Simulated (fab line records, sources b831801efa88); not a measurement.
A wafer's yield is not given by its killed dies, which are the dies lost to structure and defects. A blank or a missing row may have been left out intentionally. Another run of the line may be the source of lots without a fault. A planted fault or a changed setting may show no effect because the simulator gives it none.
fab line records + flow sky130
record:
- lots: 5
- wafers: 15
- last-day: 48
route steps=708 shown DNWELL@41 PWDE@45 NWELL@56 PAD_OPEN@708
lots that met no fault: taken from a fault-free run of the same line
start-h: hours from the record's opening day to when the first of the lot's shown wafers began + wait-h: hours elapsed since this lot's preceding step + " same as the row above + L1.1+2: several wafers, shown together as one row + - no value present, or no start provided + * or withheld: withheld + < > ~ a bound
route shown NAME@n: a module of which the file shows steps, and the number in the route of the first + usual: the fault-free wafers' mean and standard deviation + same: alike in all rows + chamber/n: place in a boat + sites: readings site by site + _std_site: their standard deviation + _edge_site: outer sites' mean less inner sites' + radius-mm: for every site, how far away it sits from the centre of the wafer + mask NAME#n: copy n + behind: the last tool/chamber to shape the wafer + hold: the reason the lot was held/the length of the hold in hours/how it ended + device: names the non-switching transistor (n, p or np) + end of line: the same wafers' tests at the end of the route + a step given without rows: its recipe and nothing more + killed: dies that structure and defects cost at the first sort, which is not the same as the wafer's yield + map: the dies of a wafer, with x for killed, . for not killed, _ for no die there
set.NAME: the setting the step ran with; set.NAME@STEP: the setting that earlier step ran with + model.NAME: the simulator's own value behind a step, which no gauge read
lots seen at some steps along the route; tables by step, rows by wafer
services: a tool's chamber out of use, with start hour (start-h, from the record's first day; less than 0 if before it), hours out, and reason
== steps ==
step: SKY_DNWELL_DEVELOP_06
recipe:
- wall-angle-deg: 90
- developer: TMAH
- develop-time-s: 60
- dev-temp-c: 23
step: SKY_DNWELL_IMPLANT_07
recipe:
- species: P
- energy-kev: withheld
- dose-cm2: withheld
- tilt-deg: withheld
step: SKY_DNWELL_STRIP_08
recipe:
- chemistry: O2/N2
- power-w: 1400
- pressure-mtorr: 1500
- platen-temp-c: withheld
- o2-flow-sccm: 3000
- n2-flow-sccm: 300
- overash-fraction: 0.5
step: SKY_PWDE_DEHYDRATE_00
recipe:
- temp-c: 200
- time-s: 60
step: SKY_PWDE_HMDS_01
recipe:
- prime-time-s: 60
- prime-temp-c: 120
step: SKY_PWDE_COAT_02
recipe:
- spin-rpm: 2000
- resist-thk-nm: 3000
step: SKY_PWDE_SOFTBAKE_03
recipe:
- temp-c: 110
- time-s: withheld
step: SKY_PWDE_EXPOSE_04
recipe:
- mask-id: PWDEM
- na: 0.6
- source-shape: conventional
- sigma-outer: 0.6
- polarization: unpolarized
- target-cd-nm: 840
- dose-mj: 214
step: SKY_PWDE_PEB_05
recipe:
- temp-c: 115
- time-s: withheld
step: SKY_PWDE_DEVELOP_06
recipe:
- wall-angle-deg: 90
- developer: TMAH
- develop-time-s: 60
- dev-temp-c: 23
step: SKY_PWDE_IMPLANT_08
recipe:
- species: B
- energy-kev: 150
- dose-cm2: 3.6e+12
- tilt-deg: withheld
usual:
- end-station-pressure-torr: 5.02e-06/2.8e-07
| lot.wafer | tool         | chamber | start-h | wait-h | end-station-pressure-torr |
|-----------|--------------|---------|---------|--------|---------------------------|
| L720.1    | implanter-02 | 0       | 68.34   | 0.0    | 4.64e-06                  |
| L720.3    | "            | 0       | "       | "      | 5.23e-06                  |
| L720.5    | "            | 0       | "       | "      | 5.21e-06                  |
| L723.1    | implanter-02 | 0       | 85.04   | 0.0    | 5.16e-06                  |
| L723.4    | "            | 0       | "       | "      | 4.53e-06                  |
| L723.5    | "            | 0       | "       | "      | 4.82e-06                  |
| L727.1    | implanter-02 | 0       | 112.14  | 0.0    | 5.26e-06                  |
| L727.2    | "            | 0       | "       | "      | 4.99e-06                  |
| L727.4    | "            | 0       | "       | "      | 4.68e-06                  |
| L727.1    | implanter-02 | 0       | 112.46  | 0.3    | 5.04e-06                  |
| L727.2    | "            | 0       | "       | "      | 5.33e-06                  |
| L727.4    | "            | 0       | "       | "      | 4.72e-06                  |
| L729.2    | implanter-04 | 0       | 128.30  | 0.0    | 5.24e-06                  |
| L729.3    | "            | 0       | "       | "      | 5.08e-06                  |
| L729.6    | "            | 0       | "       | "      | 4.54e-06                  |
| L729.2    | implanter-04 | 0       | 128.89  | 0.6    | 4.92e-06                  |
| L729.3    | "            | 0       | "       | "      | 5.16e-06                  |
| L729.6    | "            | 0       | "       | "      | 5.41e-06                  |
| L731.2    | implanter-04 | 0       | 135.72  | 0.0    | 5.2e-06                   |
| L731.3    | "            | 0       | "       | "      | 4.96e-06                  |
| L731.6    | "            | 0       | "       | "      | 4.96e-06                  |
| L731.2    | implanter-04 | 0       | 136.29  | 0.5    | 4.88e-06                  |
| L731.3    | "            | 0       | "       | "      | 5.36e-06                  |
| L731.6    | "            | 0       | "       | "      | 5.01e-06                  |
step: SKY_PWDE_STRIP_09
recipe:
- chemistry: O2/N2
- power-w: 1400
- pressure-mtorr: 1500
- platen-temp-c: withheld
- o2-flow-sccm: 3000
- n2-flow-sccm: 300
- overash-fraction: 0.5
step: SKY_PWDE_TW_MEAS_10
usual:
- PWDE_TW: 375/4.6
| lot.wafer | tool          | chamber | start-h | wait-h | PWDE_TW |
|-----------|---------------|---------|---------|--------|---------|
| L720.1    | film-metro-03 | -       | 68.59   | 0.1    | 378     |
| L720.3    | "             | -       | "       | "      | 379     |
| L720.5    | "             | -       | "       | "      | 380     |
| L723.1    | film-metro-02 | -       | 85.29   | 0.1    | 376     |
| L723.4    | "             | -       | "       | "      | 376     |
| L723.5    | "             | -       | "       | "      | 377     |
| L727.1    | film-metro-02 | -       | 112.71  | 0.1    | 467     |
| L727.2    | "             | -       | "       | "      | 466     |
| L727.4    | "             | -       | "       | "      | 465     |
| L729.2    | film-metro-01 | -       | 129.14  | 0.1    | 456     |
| L729.3    | "             | -       | "       | "      | 454     |
| L729.6    | "             | -       | "       | "      | 456     |
| L731.2    | film-metro-03 | -       | 136.67  | 0.1    | 470     |
| L731.3    | "             | -       | "       | "      | 469     |
| L731.6    | "             | -       | "       | "      | 470     |
step: SKY_NWELL_DEHYDRATE_03
recipe:
- temp-c: 200
- time-s: 60
step: SKY_NWELL_HMDS_04
recipe:
- prime-time-s: 60
- prime-temp-c: 120
step: SKY_NWELL_COAT_05
recipe:
- spin-rpm: 2000
- resist-thk-nm: 3000
step: SKY_NWELL_SOFTBAKE_06
recipe:
- temp-c: 110
- time-s: withheld
step: SKY_NWELL_EXPOSE_07
recipe:
- mask-id: NWM
- na: 0.6
- source-shape: conventional
- sigma-outer: 0.6
- polarization: unpolarized
- target-cd-nm: 840
- dose-mj: 255
step: SKY_NWELL_PEB_08
recipe:
- temp-c: 115
- time-s: withheld
step: SKY_NWELL_DEVELOP_09
recipe:
- wall-angle-deg: 90
- developer: TMAH
- develop-time-s: 60
- dev-temp-c: 23
step: SKY_NWELL_IMPLANT_11
recipe:
- species: P
- energy-kev: 400
- dose-cm2: 1.9e+13
- tilt-deg: withheld
step: SKY_NWELL_IMPLANT_12
recipe:
- species: P
- energy-kev: 120
- dose-cm2: 1.3e+12
- tilt-deg: withheld
step: SKY_NWELL_IMPLANT_13
recipe:
- species: P
- energy-kev: 50
- dose-cm2: 7e+11
- tilt-deg: withheld
step: SKY_NWELL_STRIP_14
recipe:
- chemistry: O2/N2
- power-w: 1400
- pressure-mtorr: 1500
- platen-temp-c: withheld
- o2-flow-sccm: 3000
- n2-flow-sccm: 300
- overash-fraction: 0.5
step: SKY_NWELL_DEHYDRATE_16
recipe:
- temp-c: 200
- time-s: 60
step: SKY_NWELL_HMDS_17
recipe:
- prime-time-s: 60
- prime-temp-c: 120
step: SKY_NWELL_COAT_18
recipe:
- spin-rpm: 2000
- resist-thk-nm: 3000
step: SKY_NWELL_SOFTBAKE_19
recipe:
- temp-c: 110
- time-s: withheld
step: SKY_NWELL_EXPOSE_20
recipe:
- mask-id: NWM_COMPLEMENT
- na: 0.6
- source-shape: conventional
- sigma-outer: 0.6
- polarization: unpolarized
- target-cd-nm: 840
- dose-mj: 260
step: SKY_NWELL_PEB_21
recipe:
- temp-c: 115
- time-s: withheld
step: SKY_NWELL_DEVELOP_22
recipe:
- wall-angle-deg: 90
- developer: TMAH
- develop-time-s: 60
- dev-temp-c: 23
step: SKY_NWELL_IMPLANT_24
recipe:
- species: B
- energy-kev: 140
- dose-cm2: 9.2e+12
- tilt-deg: withheld
step: SKY_NWELL_STRIP_25
recipe:
- chemistry: O2/N2
- power-w: 1400
- pressure-mtorr: 1500
- platen-temp-c: withheld
- o2-flow-sccm: 3000
- n2-flow-sccm: 300
- overash-fraction: 0.5
step: SKY_NWELL_CLEAN_27
recipe:
- chemistry: SC1/SC2
- mix: 1:4:20
- temp-c: 70
- time-s: 150
- dry: n2-spin
step: SKY_NWELL_RTA_28
recipe:
- temp-c: 1050
- time-s: 30
- idle-temp-c: 650
- ramp-up-c-per-s: 150
- ramp-down-c-per-s: 90
- ambient: N2
step: SKY_NWELL_RS_MEAS_31
recipe:
- thk-meas-gauge: four-point-probe
usual:
- PWDE_RS: 5274/19
| lot.wafer | tool          | chamber | start-h | wait-h | PWDE_RS[ohm/sq] |
|-----------|---------------|---------|---------|--------|-----------------|
| L720.1    | film-metro-03 | -       | 103.15  | 0.1    | 5296            |
| L720.3    | "             | -       | "       | "      | 5289            |
| L720.5    | "             | -       | "       | "      | 5281            |
| L723.1    | film-metro-03 | -       | 121.51  | 0.1    | 5273            |
| L723.4    | "             | -       | "       | "      | 5265            |
| L723.5    | "             | -       | "       | "      | 5268            |
| L727.1    | film-metro-01 | -       | 152.17  | 0.1    | 3113            |
| L727.2    | "             | -       | "       | "      | 3108            |
| L727.4    | "             | -       | "       | "      | 3111            |
| L729.2    | film-metro-01 | -       | 170.09  | 0.1    | 3122            |
| L729.3    | "             | -       | "       | "      | 3116            |
| L729.6    | "             | -       | "       | "      | 3121            |
| L731.2    | film-metro-03 | -       | 175.68  | 0.1    | 3118            |
| L731.3    | "             | -       | "       | "      | 3105            |
| L731.6    | "             | -       | "       | "      | 3106            |
step: SKY_PAD_OPEN_PROBE_99
usual:
- killed_at_M0_to_M3: 43/6.5
- killed_at_M4_up: 3/1.7
- killed-at-contacts: 25/5.1
- killed-at-front-end: 15/3.8
- killed-at-other: 0.2/0.45
- killed-dies: 86/8.8
- killed-open: 47/6.7
- killed-short: 39/6
same:
- gross-dies: 492
- killed-at-back-side: 0
| lot.wafer | tool      | chamber | start-h | wait-h | killed_at_M0_to_M3 | killed_at_M4_up | killed-at-contacts | killed-at-front-end | killed-at-other | killed-dies | killed-open | killed-short | model.etest.res_p_drift_20v.line-ohm-um | model.etest.res_p_drift_20v.rs-ohm-sq | model.etest.res-pwde-under-gate.rs-ohm-sq |
|-----------|-----------|---------|---------|--------|--------------------|-----------------|--------------------|---------------------|-----------------|-------------|-------------|--------------|-----------------------------------------|---------------------------------------|-------------------------------------------|
| L720.1    | prober-02 | -       | 1074.43 | 0.1    | 48                 | 3               | 31                 | 19                  | 0               | 101         | 47          | 54           | 1.312e+04                               | 1.087e+04                             | 6150                                      |
| L720.3    | prober-02 | -       | 1074.53 | 0.2    | 31                 | 2               | 24                 | 15                  | 0               | 72          | 35          | 37           | 1.283e+04                               | 1.054e+04                             | 6136                                      |
| L720.5    | prober-02 | -       | 1074.63 | 0.2    | 32                 | 1               | 21                 | 17                  | 0               | 71          | 35          | 36           | 1.302e+04                               | 1.1e+04                               | 6131                                      |
| L723.1    | prober-01 | -       | 1101.53 | 0.1    | 45                 | 2               | 26                 | 14                  | 1               | 88          | 36          | 52           | 1.218e+04                               | 1.025e+04                             | 6200                                      |
| L723.4    | prober-01 | -       | 1101.68 | 0.2    | 39                 | 2               | 27                 | 19                  | 0               | 87          | 59          | 28           | 1.227e+04                               | 1.039e+04                             | 6223                                      |
| L723.5    | prober-01 | -       | 1101.73 | 0.2    | 42                 | 4               | 17                 | 21                  | 1               | 85          | 37          | 48           | 1.31e+04                                | 1.096e+04                             | 6165                                      |
| L727.1    | prober-01 | -       | 1124.25 | 0.1    | 61                 | 3               | 18                 | 19                  | 1               | 102         | 55          | 47           | 6081                                    | 5104                                  | 3338                                      |
| L727.2    | prober-01 | -       | 1124.30 | 0.1    | 35                 | 3               | 23                 | 16                  | 1               | 78          | 42          | 36           | 5820                                    | 4933                                  | 3318                                      |
| L727.4    | prober-01 | -       | 1124.40 | 0.2    | 40                 | 2               | 30                 | 16                  | 0               | 88          | 44          | 44           | 6188                                    | 5158                                  | 3354                                      |
| L729.2    | prober-02 | -       | 1155.21 | 0.1    | 53                 | 5               | 25                 | 17                  | 0               | 100         | 54          | 46           | 6367                                    | 5366                                  | 3340                                      |
| L729.3    | prober-02 | -       | 1155.26 | 0.2    | 38                 | 5               | 20                 | 19                  | 0               | 82          | 43          | 39           | 6160                                    | 5156                                  | 3346                                      |
| L729.6    | prober-02 | -       | 1155.41 | 0.2    | 50                 | 1               | 27                 | 13                  | 0               | 91          | 52          | 39           | 6055                                    | 5110                                  | 3326                                      |
| L731.2    | prober-01 | -       | 1159.39 | 0.1    | 44                 | 6               | 22                 | 13                  | 1               | 86          | 36          | 50           | 6216                                    | 5179                                  | 3326                                      |
| L731.3    | prober-01 | -       | 1159.44 | 0.2    | 40                 | 3               | 19                 | 25                  | 1               | 88          | 49          | 39           | 6303                                    | 5251                                  | 3307                                      |
| L731.6    | prober-01 | -       | 1159.59 | 0.2    | 32                 | 3               | 13                 | 19                  | 0               | 67          | 32          | 35           | 6184                                    | 5178                                  | 3331                                      |
killed by level:class
L720.1 LI_CONTACT:geometric-particle:open=9 CONTACT:geometric-particle:open=8 VIA1:geometric-particle:open=8 VIA2:geometric-particle:open=8 VIA1:geometric-particle:short=7 METAL2:geometric-particle:short=7 METAL1:geometric-particle:short=6 CONTACT:geometric-particle:short=6
L720.3 CONTACT:geometric-particle:open=8 METAL1:geometric-particle:short=8 LI_CONTACT:geometric-particle:open=7 CONTACT:geometric-particle:short=5 VIA1:geometric-particle:open=5 FIELD_ISO:geometric-particle:short=4 POLY_GATE:geometric-particle:short=4 VIA1:geometric-particle:short=3
L720.5 VIA2:geometric-particle:open=10 POLY_GATE:geometric-particle:short=7 CONTACT:geometric-particle:open=7 FIELD_ISO:geometric-particle:short=6 LI_CONTACT:geometric-particle:open=6 METAL2:geometric-particle:short=5 VIA1:geometric-particle:open=5 LOCAL_INTERCONNECT:geometric-particle:short=4
L723.1 METAL2:geometric-particle:short=10 CONTACT:geometric-particle:open=8 VIA1:geometric-particle:short=7 METAL1:geometric-particle:short=7 LI_CONTACT:geometric-particle:open=6 VIA2:geometric-particle:open=6 POLY_GATE:geometric-particle:short=5 CONTACT:geometric-particle:short=4
L723.4 LI_CONTACT:geometric-particle:open=12 CONTACT:geometric-particle:open=10 FIELD_ISO:geometric-particle:open=8 VIA3:geometric-particle:open=8 VIA2:geometric-particle:open=8 VIA1:geometric-particle:open=5 POLY_GATE:geometric-particle:short=4 METAL2:geometric-particle:short=4
L723.5 VIA1:geometric-particle:open=7 VIA2:geometric-particle:open=7 POLY_GATE:geometric-particle:short=6 VIA1:geometric-particle:short=6 CONTACT:geometric-particle:short=5 LOCAL_INTERCONNECT:geometric-particle:short=5 METAL2:geometric-particle:short=5 FIELD_ISO:geometric-particle:open=4
L727.1 VIA1:geometric-particle:open=11 VIA3:geometric-particle:open=11 METAL1:geometric-particle:short=8 LI_CONTACT:geometric-particle:open=7 VIA1:geometric-particle:short=7 CONTACT:geometric-particle:open=6 FIELD_ISO:geometric-particle:open=5 FIELD_ISO:geometric-particle:short=5
L727.2 LI_CONTACT:geometric-particle:open=10 VIA1:geometric-particle:open=8 CONTACT:geometric-particle:open=6 POLY_GATE:geometric-particle:open=5 VIA3:geometric-particle:open=5 LOCAL_INTERCONNECT:geometric-particle:short=4 METAL2:geometric-particle:short=4 VIA3:geometric-particle:short=4
L727.4 CONTACT:geometric-particle:open=11 CONTACT:geometric-particle:short=7 VIA1:geometric-particle:open=7 VIA2:geometric-particle:open=6 VIA3:geometric-particle:short=6 LI_CONTACT:geometric-particle:open=5 LOCAL_INTERCONNECT:geometric-particle:short=5 FIELD_ISO:geometric-particle:short=4
L729.2 VIA1:geometric-particle:open=12 VIA3:geometric-particle:open=9 CONTACT:geometric-particle:open=8 VIA2:geometric-particle:open=7 METAL2:geometric-particle:short=6 FIELD_ISO:geometric-particle:short=5 LI_CONTACT:geometric-particle:open=5 LOCAL_INTERCONNECT:geometric-particle:short=5
L729.3 VIA1:geometric-particle:open=10 CONTACT:geometric-particle:open=9 METAL1:geometric-particle:short=9 LI_CONTACT:geometric-particle:open=6 METAL2:geometric-particle:short=6 METAL4:geometric-particle:short=5 POLY_GATE:geometric-particle:open=4 VIA2:geometric-particle:open=4
L729.6 VIA1:geometric-particle:open=14 LI_CONTACT:geometric-particle:open=8 VIA3:geometric-particle:open=8 LOCAL_INTERCONNECT:geometric-particle:short=6 CONTACT:geometric-particle:open=6 VIA3:geometric-particle:short=6 METAL1:geometric-particle:short=5 METAL2:geometric-particle:short=5
L731.2 VIA1:geometric-particle:open=9 CONTACT:geometric-particle:short=6 METAL2:geometric-particle:short=6 VIA3:geometric-particle:short=6 FIELD_ISO:geometric-particle:short=5 LOCAL_INTERCONNECT:geometric-particle:short=5 CONTACT:geometric-particle:open=5 VIA2:geometric-particle:open=5
L731.3 VIA1:geometric-particle:open=12 FIELD_ISO:geometric-particle:short=9 CONTACT:geometric-particle:open=7 VIA3:geometric-particle:open=7 POLY_GATE:geometric-particle:short=6 VIA2:geometric-particle:open=6 METAL2:geometric-particle:short=6 LI_CONTACT:geometric-particle:open=5
L731.6 VIA3:geometric-particle:open=9 POLY_GATE:geometric-particle:short=6 METAL2:geometric-particle:short=6 CONTACT:geometric-particle:open=5 VIA1:geometric-particle:open=5 FIELD_ISO:geometric-particle:short=4 CONTACT:geometric-particle:short=4 VIA2:geometric-particle:open=4
== services ==
| tool         | chamber | start-h | hours | kind   |
|--------------|---------|---------|-------|--------|
| implanter-02 | -       | 52.53   | 2.7   | repair |
== key ==
first-sign:
- step: SKY_PWDE_IMPLANT_08
- reading: visit
- direction: added
effect:
- step: SKY_PWDE_TW_MEAS_10
- reading: PWDE_TW
- direction: up
- sigmas: 19
- usual: 375
- struck: 464
effect:
- step: SKY_NWELL_RS_MEAS_31
- reading: PWDE_RS
- direction: down
- sigmas: 99+
- usual: 5274
- struck: 3113
model-effect:
- step: SKY_PAD_OPEN_PROBE_99
- value: etest.res_p_drift_20v.line-ohm-um
- without: 1.095e+04
- struck: 6153
met-at SKY_PWDE_IMPLANT_08
struck-wafers L727.1,L727.2,L727.4,L729.2,L729.3,L729.6,L731.2,L731.3,L731.6
tester-left-out L727,L729,L731
fault:
- kind: repeated-step-whole
- tool: implanter-01,implanter-02,implanter-04
- chamber: -
- onset-h: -
- steps: SKY_PWDE_IMPLANT_08
- times: 1
- scope: struck-lots-only
tester-left-out: of these lots the tester's yield and bins aren't shown, on N5 and GAA mostly nor the transistor test; their killed dies are dies lost to structure and defects alone, not to doping, threshold or leakage, so they don't give the yield
